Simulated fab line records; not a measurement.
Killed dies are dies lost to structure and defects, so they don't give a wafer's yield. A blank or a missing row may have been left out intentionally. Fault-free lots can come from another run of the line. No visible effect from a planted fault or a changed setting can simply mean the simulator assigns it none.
A single fault, viewed from 2 desks ; flow sky130 ; only its own numbers are on each desk; what lay behind them is given at the end

AT THE TOOL OWNER'S DESK: wet_bench-02
The tool's own readings at SKY_VIA3_STRIP_17 (strips in post etch residue remover, time 1200 s): means of the sampled wafers that have a number, for each lot that ran on this tool. Any lot whose mean is over 4 standard deviations away from the usual mean is out of limits and marked OUT; that distance is given in the brackets.
Columns: A = bath_guard_temp_C at SKY_VIA3_STRIP_17, usual 72.2 C
lot;first seen here;A
L986;day 40 11:16;71.2
L987;day 41 00:46;72.3
L989;day 41 22:37;70.9
This desk's verdict: no lot among the 3 shows anything out of limits.

THE METROLOGY DESK
What the gauges read, lot by lot, whatever tool the lot ran on: means of the sampled wafers that have a number. Any lot whose mean is over 4 standard deviations away from the usual mean is out of limits and marked OUT; that distance is given in the brackets.
Columns: A = CAPM_TIN_RS at SKY_CAPM_RS_MEAS_03, usual 6.91 ohm/sq; B = cd_nm at SKY_VIA3_CD_MEAS_12, usual 200.1 nm
lot;first seen here;A;B
L986;day 37 06:09;6.87;199.8
L987;day 37 19:44;6.94;198.8
L989;day 38 18:55;6.92;202.1
L993;day 39 22:25;6.88;198.7
L997;day 40 14:42;6.81;199.9
L998;day 41 06:35;6.89;199.1
L999;day 41 12:36;6.94;199.2
L100;day 41 16:53;7.03;198.2
L102;day 41 21:43;6.90;202.0
L103;day 42 04:58;6.97;202.1
L105;day 42 20:25;6.84;198.4
L106;day 43 02:10;6.78;200.4
This desk's verdict: no lot among the 12 shows anything out of limits.

TAKEN TOGETHER
The tool owner's desk saw nothing out of limits.
Metrology desk: nothing out of limits seen.

WHAT THE SIMULATOR HAD INSERTED
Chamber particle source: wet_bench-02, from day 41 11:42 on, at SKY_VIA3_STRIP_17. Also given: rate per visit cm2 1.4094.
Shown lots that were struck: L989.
